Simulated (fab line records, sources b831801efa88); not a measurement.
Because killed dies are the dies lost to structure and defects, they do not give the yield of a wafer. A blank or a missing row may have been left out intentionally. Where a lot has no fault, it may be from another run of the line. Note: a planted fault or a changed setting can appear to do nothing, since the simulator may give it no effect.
Matching of chambers	flow sky130	SKY_LI_CONTACT_CMP_02 on cmp-01 has 4 sister chambers
The step polishes PSG. 4 wafers are shown with their chamber, then 7 later ones without.

## EACH WAFER AND ITS CHAMBER
wafer	chamber	motorCurrentA (A)
L845.4	3	12.7
L845.6	2	13.7
L849.1	1	12.6
L849.4	0	11.7

## WAFERS WITH NO CHAMBER GIVEN
wafer	motorCurrentA (A)
L849.5	11.9
L855.1	12.1
L855.3	12.4
L855.4	11.8
L856.1	11.6
L856.2	13.7
L856.5	12.3

## CHAMBER TAKEN BY EACH
wafer	from the rows above	in truth
L849.5	0	0
L855.1	can't be placed: 0 or 1 or 3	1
L855.3	can't be placed: 1 or 3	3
L855.4	0	0
L856.1	0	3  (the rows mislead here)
L856.2	2	2
L856.5	can't be placed: 1 or 3 or 0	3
Placed correctly: 3 of 7. Cannot be placed on the basis of these rows: 3; the candidates contain the true chamber in 3. Wrongly placed: 1.
How it was worked out, from the rows above alone: a wafer's distance from a chamber is the root of the sum, over the readings, of the square of ((its reading less the chamber's mean) divided by the reading's scatter). If the next closest chamber is less than 2 further off than the closest, the wafer can't be placed; otherwise it belongs to the closest. Each chamber's mean is taken over the wafers shown for it. The scatter (one wafer shown for each chamber): square how far every hidden wafer sits from the nearest shown wafer, average those squares and take the square root.
